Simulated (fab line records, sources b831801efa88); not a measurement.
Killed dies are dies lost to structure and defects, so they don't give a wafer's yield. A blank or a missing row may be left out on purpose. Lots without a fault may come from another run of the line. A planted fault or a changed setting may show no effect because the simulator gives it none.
fab line records | flow sky130
record lots=24 wafers=72 last_day=51
route steps=708 shown SD_P@331 LI_CONTACT@363 LOCAL_INTERCONNECT@399
lots that met no fault: from a run of the same line without faults
start_h: hours from the record's first day to the start of the lot's first wafer shown | wait_h: hours since the lot's step before | " the same as in the row above | L1.1+2: a row that stands for several wafers | - no value, or no start given | * or withheld: withheld | < > ~ a bound
route shown NAME@n: a module of which the file shows steps, and the number in the route of the first | usual: mean/standard deviation of fault-free wafers | same: alike in all rows | chamber/n: place in a boat | sites: the reading at each site | _std_site: their standard deviation | _edge_site: outer sites' mean less inner sites' | radius_mm: how far each site lies from the wafer's centre | mask NAME#n: copy n | behind: the tool/chamber that last shaped the wafer | hold: why the lot was held/for how many hours/how that ended | device: the transistor (n, p or np) that didn't switch | end of line: the same wafers' tests at the end of the route | a step without rows: its recipe alone | killed: dies lost to structure and defects at the first sort, not the wafer's yield | map: a wafer's dies, x killed, . not, _ none there
set.NAME: the setting as run; set.NAME@STEP: as run at that earlier step | model.NAME: the simulator's own value behind a step, which no gauge read
steps of the route over a sample of lots; a table a step, a row a wafer
services: from which hour (start_h, from the record's first day; less than 0 if before it) a tool's chamber was out of use, for how many hours, and why
## steps
# step SKY_SD_P_TW_MEAS_11
# usual SD_P_TW=2825/21
# columns lot.wafer tool chamber start_h wait_h SD_P_TW
L074.2 film_metro-03 - 607.42 0.1 2820
L074.3 " - " " 2813
L074.4 " - " " 2847
L075.3 film_metro-04 - 612.76 0.1 2866
L075.5 " - " " 2825
L075.6 " - " " 2848
L076.3 film_metro-03 - 624.88 0.1 2795
L076.4 " - " " 2801
L076.5 " - " " 2807
L077.2 film_metro-01 - 635.57 0.1 2812
L077.3 " - " " 2819
L077.6 " - " " 2803
L078.3 film_metro-01 - 641.86 0.1 2808
L078.4 " - " " 2806
L078.5 " - " " 2811
L079.1 film_metro-03 - 649.26 0.1 2805
L079.2 " - " " 2810
L079.4 " - " " 2809
L080.4 film_metro-04 - 657.79 0.1 2819
L080.5 " - " " 2833
L080.6 " - " " 2836
L081.1 film_metro-04 - 666.41 0.1 2833
L081.3 " - " " 2838
L081.6 " - " " 2840
L082.3 film_metro-01 - 677.48 0.1 2813
L082.4 " - " " 2810
L082.6 " - " " 2810
L083.1 film_metro-04 - 679.81 0.1 2860
L083.2 " - " " 2885
L083.5 " - " " 2873
L084.2 film_metro-03 - 689.07 0.1 2829
L084.5 " - " " 2792
L084.6 " - " " 2810
L085.1 film_metro-04 - 702.53 0.1 2850
L085.4 " - " " 2859
L085.6 " - " " 2841
L086.1 film_metro-04 - 703.11 0.1 2841
L086.2 " - " " 2845
L086.5 " - " " 2838
L087.2 film_metro-04 - 720.62 0.1 2851
L087.4 " - " " 2831
L087.5 " - " " 2833
L088.2 film_metro-04 - 723.50 0.1 2837
L088.3 " - " " 2834
L088.5 " - " " 2844
L089.2 film_metro-03 - 727.35 0.1 2798
L089.3 " - " " 2805
L089.6 " - " " 2819
L090.1 film_metro-03 - 734.21 0.1 2812
L090.4 " - " " 2798
L090.5 " - " " 2800
L091.1 film_metro-03 - 745.14 0.1 2808
L091.2 " - " " 2813
L091.4 " - " " 2813
L092.3 film_metro-04 - 757.88 0.1 2851
L092.5 " - " " 2853
L092.6 " - " " 2849
L093.2 film_metro-03 - 760.41 0.3 2812
L093.4 " - " " 2802
L093.5 " - " " 2814
L094.1 film_metro-04 - 763.31 0.1 2851
L094.4 " - " " 2844
L094.6 " - " " 2852
L095.1 film_metro-01 - 769.44 0.1 2846
L095.4 " - " " 2826
L095.6 " - " " 2844
L096.1 film_metro-03 - 782.96 0.1 2803
L096.3 " - " " 2808
L096.5 " - " " 2800
L097.2 film_metro-03 - 791.30 0.1 2813
L097.4 " - " " 2808
L097.6 " - " " 2800
# step SKY_LI_CONTACT_THK_MEAS_01
# recipe reads=PSG_of_LI_CONTACT_HDPCVD_00
# usual LI_CONTACT_HDPCVD_THK=932/10
# columns lot.wafer tool chamber start_h wait_h LI_CONTACT_HDPCVD_THK[nm]
L074.2 film_metro-03 - 666.35 0.1 928
L074.3 " - " " 941
L074.4 " - " " 922
L075.3 film_metro-01 - 672.70 0.1 926
L075.5 " - " " 933
L075.6 " - " " 935
L076.3 film_metro-03 - 684.56 0.1 937
L076.4 " - " " 960
L076.5 " - " " 942
L077.2 film_metro-03 - 694.09 0.1 930
L077.3 " - " " 937
L077.6 " - " " 927
L078.3 film_metro-03 - 702.61 0.1 935
L078.4 " - " " 932
L078.5 " - " " 926
L079.1 film_metro-04 - 707.59 0.1 932
L079.2 " - " " 954
L079.4 " - " " 923
L080.4 film_metro-04 - 715.71 0.0 934
L080.5 " - " " 917
L080.6 " - " " 938
L081.1 film_metro-04 - 724.58 0.1 955
L081.3 " - " " 937
L081.6 " - " " 942
L082.3 film_metro-03 - 734.85 0.1 915
L082.4 " - " " 926
L082.6 " - " " 926
L083.1 film_metro-04 - 736.58 0.1 929
L083.2 " - " " 947
L083.5 " - " " 942
L084.2 film_metro-03 - 745.75 0.1 931
L084.5 " - " " 942
L084.6 " - " " 923
L085.1 film_metro-03 - 760.52 0.1 951
L085.4 " - " " 942
L085.6 " - " " 933
L086.1 film_metro-01 - 760.82 0.1 933
L086.2 " - " " 939
L086.5 " - " " 945
L087.2 film_metro-04 - 776.05 0.1 910
L087.4 " - " " 918
L087.5 " - " " 918
L088.2 film_metro-01 - 778.85 0.1 930
L088.3 " - " " 926
L088.5 " - " " 936
L089.2 film_metro-03 - 783.89 0.1 930
L089.3 " - " " 943
L089.6 " - " " 939
L090.1 film_metro-04 - 789.70 0.1 942
L090.4 " - " " 938
L090.5 " - " " 933
L091.1 film_metro-04 - 801.43 0.1 939
L091.2 " - " " 938
L091.4 " - " " 931
L092.3 film_metro-01 - 813.95 0.1 919
L092.5 " - " " 923
L092.6 " - " " 916
L093.2 film_metro-01 - 815.76 0.1 929
L093.4 " - " " 921
L093.5 " - " " 930
L094.1 film_metro-04 - 818.68 0.1 938
L094.4 " - " " 939
L094.6 " - " " 933
L095.1 film_metro-04 - 825.03 0.1 930
L095.4 " - " " 932
L095.6 " - " " 929
L096.1 film_metro-03 - 837.94 0.1 911
L096.3 " - " " 932
L096.5 " - " " 928
L097.2 film_metro-03 - 846.11 0.1 933
L097.4 " - " " 933
L097.6 " - " " 938
# step SKY_LI_CONTACT_RS_MEAS_22
# recipe thk_meas_gauge=four-point-probe reads=W_of_LI_CONTACT_CVD_21+TiN_of_LI_CONTACT_SPUTTER_20+Ti_of_LI_CONTACT_SPUTTER_19
# usual LI_CONTACT_W_RS=0.284/0.004
# columns lot.wafer tool chamber start_h wait_h LI_CONTACT_W_RS[ohm/sq]
L074.2 film_metro-04 - 696.57 0.2 0.285
L074.3 " - " " 0.285
L074.4 " - " " 0.285
L075.3 film_metro-04 - 702.80 0.1 0.280
L075.5 " - " " 0.282
L075.6 " - " " 0.286
L076.3 film_metro-01 - 713.72 0.1 0.279
L076.4 " - " " 0.278
L076.5 " - " " 0.281
L077.2 film_metro-01 - 723.23 0.1 0.280
L077.3 " - " " 0.284
L077.6 " - " " 0.284
L078.3 film_metro-01 - 732.35 0.1 0.292
L078.4 " - " " 0.287
L078.5 " - " " 0.289
L079.1 film_metro-01 - 736.60 0.1 0.293
L079.2 " - " " 0.286
L079.4 " - " " 0.289
L080.4 film_metro-01 - 745.02 0.1 0.275
L080.5 " - " " 0.279
L080.6 " - " " 0.279
L081.1 film_metro-01 - 753.53 0.1 0.277
L081.3 " - " " 0.275
L081.6 " - " " 0.281
L082.3 film_metro-04 - 763.95 0.1 0.285
L082.4 " - " " 0.284
L082.6 " - " " 0.282
L083.1 film_metro-01 - 765.34 0.1 0.284
L083.2 " - " " 0.282
L083.5 " - " " 0.279
L084.2 film_metro-01 - 775.10 0.1 0.283
L084.5 " - " " 0.281
L084.6 " - " " 0.280
L085.1 film_metro-03 - 789.16 0.1 0.288
L085.4 " - " " 0.287
L085.6 " - " " 0.290
L086.1 film_metro-03 - 789.72 0.1 0.280
L086.2 " - " " 0.287
L086.5 " - " " 0.280
L087.2 film_metro-04 - 804.70 0.2 0.285
L087.4 " - " " 0.283
L087.5 " - " " 0.286
L088.2 film_metro-04 - 807.12 0.1 0.282
L088.3 " - " " 0.285
L088.5 " - " " 0.283
L089.2 film_metro-04 - 813.26 0.1 0.286
L089.3 " - " " 0.280
L089.6 " - " " 0.282
L090.1 film_metro-03 - 818.03 0.1 0.288
L090.4 " - " " 0.287
L090.5 " - " " 0.286
L091.1 film_metro-04 - 829.28 0.1 0.285
L091.2 " - " " 0.284
L091.4 " - " " 0.279
L092.3 film_metro-01 - 841.59 0.1 0.287
L092.5 " - " " 0.286
L092.6 " - " " 0.289
L093.2 film_metro-04 - 843.77 0.1 0.291
L093.4 " - " " 0.287
L093.5 " - " " 0.288
L094.1 film_metro-04 - 846.66 0.1 0.280
L094.4 " - " " 0.284
L094.6 " - " " 0.284
L095.1 film_metro-03 - 853.47 0.1 0.289
L095.4 " - " " 0.286
L095.6 " - " " 0.288
L096.1 film_metro-03 - 865.10 0.1 0.283
L096.3 " - " " 0.288
L096.5 " - " " 0.283
L097.2 film_metro-01 - 873.65 0.1 0.284
L097.4 " - " " 0.280
L097.6 " - " " 0.285
# step SKY_LI_CONTACT_THK_MEAS_23
# recipe thk_meas_gauge=xrf reads=W_of_LI_CONTACT_CVD_21
# usual LI_CONTACT_W_THK=407/7.6
# columns lot.wafer tool chamber start_h wait_h LI_CONTACT_W_THK[nm]
L074.2 film_metro-04 - 696.68 0.1 403
L074.3 " - " " 404
L074.4 " - " " 403
L075.3 film_metro-04 - 702.90 0.1 410
L075.5 " - " " 410
L075.6 " - " " 405
L076.3 film_metro-01 - 713.82 0.1 415
L076.4 " - " " 416
L076.5 " - " " 410
L077.2 film_metro-01 - 723.34 0.1 418
L077.3 " - " " 414
L077.6 " - " " 416
L078.3 film_metro-01 - 732.45 0.1 404
L078.4 " - " " 410
L078.5 " - " " 409
L079.1 film_metro-01 - 736.72 0.1 400
L079.2 " - " " 412
L079.4 " - " " 407
L080.4 film_metro-01 - 745.11 0.1 431
L080.5 " - " " 416
L080.6 " - " " 418
L081.1 film_metro-01 - 753.65 0.1 422
L081.3 " - " " 422
L081.6 " - " " 415
L082.3 film_metro-04 - 764.05 0.1 405
L082.4 " - " " 402
L082.6 " - " " 408
L083.1 film_metro-01 - 765.46 0.1 410
L083.2 " - " " 414
L083.5 " - " " 419
L084.2 film_metro-01 - 775.21 0.1 417
L084.5 " - " " 420
L084.6 " - " " 423
L085.1 film_metro-03 - 789.28 0.1 404
L085.4 " - " " 405
L085.6 " - " " 404
L086.1 film_metro-03 - 789.84 0.1 421
L086.2 " - " " 409
L086.5 " - " " 418
L087.2 film_metro-04 - 804.81 0.1 401
L087.4 " - " " 401
L087.5 " - " " 401
L088.2 film_metro-04 - 807.23 0.1 405
L088.3 " - " " 400
L088.5 " - " " 403
L089.2 film_metro-04 - 813.37 0.1 396
L089.3 " - " " 410
L089.6 " - " " 404
L090.1 film_metro-03 - 818.15 0.1 399
L090.4 " - " " 399
L090.5 " - " " 402
L091.1 film_metro-04 - 829.40 0.1 401
L091.2 " - " " 404
L091.4 " - " " 410
L092.3 film_metro-01 - 841.69 0.1 406
L092.5 " - " " 409
L092.6 " - " " 405
L093.2 film_metro-04 - 843.88 0.1 394
L093.4 " - " " 399
L093.5 " - " " 397
L094.1 film_metro-04 - 846.78 0.1 408
L094.4 " - " " 405
L094.6 " - " " 401
L095.1 film_metro-03 - 853.59 0.1 399
L095.4 " - " " 402
L095.6 " - " " 399
L096.1 film_metro-03 - 865.22 0.1 408
L096.3 " - " " 401
L096.5 " - " " 407
L097.2 film_metro-01 - 873.76 0.1 402
L097.4 " - " " 411
L097.6 " - " " 402
# step SKY_LI_CONTACT_CMP_24
# recipe stop_on=PSG t_overpolish_s=20 down_force_psi=3.5 platen_rpm=60 target_thk_nm=0 pad_velocity_m_s=0.94248
# usual motor_current_A=10.9/1 overpolish_run_s=20.001/0.0086 time_to_endpoint_s=97/3.6
# columns lot.wafer tool chamber start_h wait_h motor_current_A overpolish_run_s time_to_endpoint_s
L074.3 cmp-02 0 696.73 0.0 11.9 20.010 100
L074.4 " 1 " " 10.1 20.010 100
L074.2 " 2 " " 9.4 19.999 95
L075.3 cmp-01 2 702.99 0.1 12.2 19.990 103
L075.6 " 1 " " 9.8 19.996 96
L075.5 " 2 " " 13.3 20.015 100
L076.3 cmp-02 1 713.91 0.1 10.6 20.003 99
L076.4 " 3 " " 11.6 20.006 100
L076.5 " 0 " " 11.7 20.004 101
L077.3 cmp-01 1 723.39 0.0 9.3 19.994 97
L077.2 " 2 " " 12.4 20.015 105
L077.6 " 2 " " 13.0 20.010 104
L078.3 cmp-02 3 732.49 0.0 11.0 20.011 102
L078.4 " 0 " " 12.2 20.001 101
L078.5 " 3 " " 10.9 19.994 100
L079.1 cmp-02 3 736.78 0.1 11.2 19.992 97
L079.2 " 0 " " 11.7 20.013 103
L079.4 " 2 " " 9.4 19.993 93
L080.4 cmp-01 2 745.24 0.1 12.2 20.015 100
L080.6 " 0 " " 10.6 19.993 95
L080.5 " 1 " " 10.1 19.994 99
L081.3 cmp-01 3 753.71 0.0 10.4 20.002 100
L081.1 " 2 " " 13.0 20.007 103
L081.6 " 3 " " 11.3 20.008 98
L082.4 cmp-02 2 764.14 0.1 10.0 19.991 97
L082.3 " 3 " " 10.9 19.990 98
L082.6 " 1 " " 10.9 20.001 96
L083.1 cmp-01 2 765.52 0.1 13.2 20.010 101
L083.2 " 0 " " 10.5 20.011 94
L083.5 " 3 " " 10.1 19.998 96
L084.2 cmp-01 1 775.31 0.1 9.7 20.001 97
L084.5 " 0 " " 10.1 20.005 98
L084.6 " 1 " " 9.9 19.995 96
L085.4 cmp-02 1 789.39 0.1 10.3 20.008 95
L085.1 " 3 " " 10.8 20.006 99
L085.6 " 0 " " 12.4 20.011 98
L086.2 cmp-02 2 789.95 0.1 10.4 19.999 94
L086.1 " 3 " " 11.0 19.996 102
L086.5 " 1 " " 10.6 19.998 93
L087.4 cmp-02 3 804.86 0.0 11.2 20.005 99
L087.2 " 1 " " 10.3 20.006 94
L087.5 " 0 " " 11.7 20.007 99
L088.2 cmp-01 2 807.38 0.1 12.9 20.004 99
L088.3 " 3 " " 10.7 20.002 97
L088.5 " 1 " " 10.4 20.005 97
L089.2 cmp-01 2 813.47 0.1 11.7 20.002 95
L089.3 " 0 " " 10.2 19.984 97
L089.6 " 2 " " 13.0 20.004 97
L090.1 cmp-01 0 818.31 0.1 10.7 20.006 93
L090.4 " 1 " " 10.0 19.991 92
L090.5 " 3 " " 10.6 20.003 93
L091.4 cmp-01 1 829.46 0.0 10.1 19.997 96
L091.1 " 2 " " 13.0 20.011 98
L091.2 " 3 " " 11.1 19.999 94
L092.3 cmp-01 2 841.83 0.1 12.6 19.975 92
L092.6 " 0 " " 10.0 19.996 89
L092.5 " 1 " " 10.0 20.007 91
L093.2 cmp-01 0 843.93 0.0 10.3 19.999 88
L093.4 " 3 " " 10.3 20.001 89
L093.5 " 0 " " 10.7 20.007 88
L094.4 cmp-01 0 846.84 0.0 10.3 19.997 95
L094.1 " 1 " " 10.0 19.986 96
L094.6 " 0 " " 10.2 20.002 95
L095.1 cmp-02 1 853.75 0.1 10.5 20.013 99
L095.4 " 2 " " 10.2 20.006 96
L095.6 " 0 " " 12.0 20.010 98
L096.3 cmp-01 1 865.33 0.1 10.4 19.981 96
L096.1 " 2 " " 13.2 20.004 100
L096.5 " 1 " " 10.3 20.013 100
L097.2 cmp-01 2 873.91 0.1 12.5 19.977 103
L097.4 " 3 " " 10.9 20.004 101
L097.6 " 0 " " 10.4 20.015 98
# step SKY_LOCAL_INTERCONNECT_OVL_MEAS_12
# usual LOCAL_INTERCONNECT_OVL=2/5.7
# columns lot.wafer tool chamber start_h wait_h LOCAL_INTERCONNECT_OVL[nm]
L074.2 overlay-02 - 725.53 0.1 -6
L074.3 " - " " -7
L074.4 " - " " -8
L075.3 overlay-02 - 732.34 0.1 9
L075.5 " - " " 2
L075.6 " - " " 15
L076.3 overlay-01 - 741.87 0.1 6
L076.4 " - " " -1
L076.5 " - " " 6
L077.2 overlay-01 - 751.43 0.1 2
L077.3 " - " " 1
L077.6 " - " " 6
L078.3 overlay-02 - 761.09 0.1 8
L078.4 " - " " 0
L078.5 " - " " 6
L079.1 overlay-02 - 764.88 0.1 10
L079.2 " - " " 7
L079.4 " - " " 5
L080.4 overlay-02 - 773.05 0.1 -8
L080.5 " - " " -11
L080.6 " - " " -9
L081.1 overlay-01 - 782.38 0.1 1
L081.3 " - " " -1
L081.6 " - " " 2
L082.3 overlay-01 - 791.99 0.1 5
L082.4 " - " " 5
L082.6 " - " " 5
L083.1 overlay-01 - 794.06 0.1 1
L083.2 " - " " -3
L083.5 " - " " -4
L084.2 overlay-01 - 802.76 0.1 1
L084.5 " - " " 3
L084.6 " - " " -5
L085.1 overlay-02 - 816.83 0.1 -3
L085.4 " - " " -2
L085.6 " - " " 1
L086.1 overlay-02 - 817.68 0.1 8
L086.2 " - " " 19
L086.5 " - " " 6
L087.2 overlay-01 - 832.86 0.1 0
L087.4 " - " " 7
L087.5 " - " " 0
L088.2 overlay-01 - 834.91 0.1 3
L088.3 " - " " 6
L088.5 " - " " 4
L089.2 overlay-02 - 840.83 0.1 5
L089.3 " - " " 0
L089.6 " - " " 7
L090.1 overlay-02 - 844.78 0.1 -2
L090.4 " - " " 4
L090.5 " - " " 0
L091.1 overlay-02 - 856.86 0.1 8
L091.2 " - " " 4
L091.4 " - " " -4
L092.3 overlay-01 - 868.59 0.1 5
L092.5 " - " " 4
L092.6 " - " " 10
L093.2 overlay-02 - 870.78 0.1 -2
L093.4 " - " " 2
L093.5 " - " " 5
L094.1 overlay-02 - 873.78 0.1 6
L094.4 " - " " 3
L094.6 " - " " 8
L095.1 overlay-02 - 880.81 0.1 9
L095.4 " - " " 11
L095.6 " - " " 10
L096.1 overlay-01 - 892.58 0.1 13
L096.3 " - " " 4
L096.5 " - " " 8
L097.2 overlay-01 - 901.69 0.1 -5
L097.4 " - " " -2
L097.6 " - " " -1
## services
# columns tool chamber start_h hours kind
cmp-01 - 674.86 0.8 repair
cmp-02 - 691.83 3.9 pm
cmp-02 - 705.73 0.9 repair
cmp-01 - 741.76 0.6 repair
cmp-02 - 744.00 4.0 pm
cmp-02 - 748.00 - consumable_replace:conditioner
cmp-02 - 748.00 - consumable_replace:pad
cmp-01 - 777.04 2.4 repair
cmp-02 - 782.32 0.3 repair
cmp-02 - 820.89 0.3 repair
cmp-01 - 823.42 4.8 pm
## key
fault none
